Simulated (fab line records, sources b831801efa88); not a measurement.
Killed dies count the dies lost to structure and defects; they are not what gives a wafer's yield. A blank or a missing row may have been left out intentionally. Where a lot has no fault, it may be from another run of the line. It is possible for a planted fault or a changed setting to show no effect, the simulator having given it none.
2 desks, one fault | flow sky130 | each desk holds nothing but its own numbers, with what lay behind them at the end

THE METROLOGY DESK
Means of the sampled wafers that have a number, per lot and without regard to the tool the lot ran on: this is what the gauges read. A lot is out of limits, marked OUT, if its mean lies more than 4 standard deviations from the usual mean; the brackets give that distance.
Columns: A = CAP2M_OVL at SKY_CAP2M_OVL_MEAS_12, usual 0.1 nm; B = PASSIVATION_CVD_00_THK at SKY_PASSIVATION_THK_MEAS_01, usual 89.9 nm
lot  | first seen here | A    | B
L446 | day 40 20:38    | -2.6 | 89.4
L445 | day 41 00:40    | -1.8 | 90.6
L447 | day 41 09:52    | 0.7  | 88.5
L448 | day 41 16:45    | 1.1  | 90.3
L452 | day 42 20:56    | 0.2  | 90.6
L451 | day 42 21:49    | -1.5 | 91.2
L453 | day 43 02:04    | 1.1  | 89.2
L454 | day 43 09:47    | 0.6  | 90.2
L459 | day 44 21:44    | 0.6  | 90.4
L460 | day 44 23:46    | -0.4 | 90.0
L461 | day 45 05:26    | -1.0 | 89.8
L467 | day 46 18:25    | 0.1  | 88.4
This desk's finding: nothing out of limits on any of the 12 lots.

THE TOOL OWNER'S DESK: cmp-02
The tool's own readings at SKY_VIA3_CMP_24 (polishes, stops on SiO2, t overpolish 20 s, target thk 0 nm): means of the sampled wafers that have a number, for each lot that ran on this tool. A lot is out of limits, marked OUT, if its mean lies more than 4 standard deviations from the usual mean; the brackets give that distance.
Columns: A = motorCurrentA at SKY_VIA3_CMP_24, usual 10.9 A; B = overpolishRunS at SKY_VIA3_CMP_24, usual 20.001 s; C = timeToEndpointS at SKY_VIA3_CMP_24, usual 93.3 s
lot  | first seen here | A    | B      | C
L446 | day 39 20:35    | 12.2 | 20.003 | 94.8
L447 | day 40 09:09    | 11.4 | 20.000 | 96.6
L448 | day 40 15:46    | 11.6 | 20.008 | 94.7
L452 | day 41 20:52    | 10.9 | 20.000 | 94.8
L454 | day 42 10:41    | 11.4 | 20.004 | 94.1
L459 | day 43 23:26    | 11.6 | 20.002 | 92.9
L460 | day 44 03:04    | 11.1 | 19.997 | 90.2
This desk's finding: nothing out of limits on any of the 7 lots.

BROUGHT TOGETHER
Nothing out of limits was seen by the metrology desk.
The tool owner's desk saw nothing out of limits.

WHAT WAS PUT IN BY THE SIMULATOR
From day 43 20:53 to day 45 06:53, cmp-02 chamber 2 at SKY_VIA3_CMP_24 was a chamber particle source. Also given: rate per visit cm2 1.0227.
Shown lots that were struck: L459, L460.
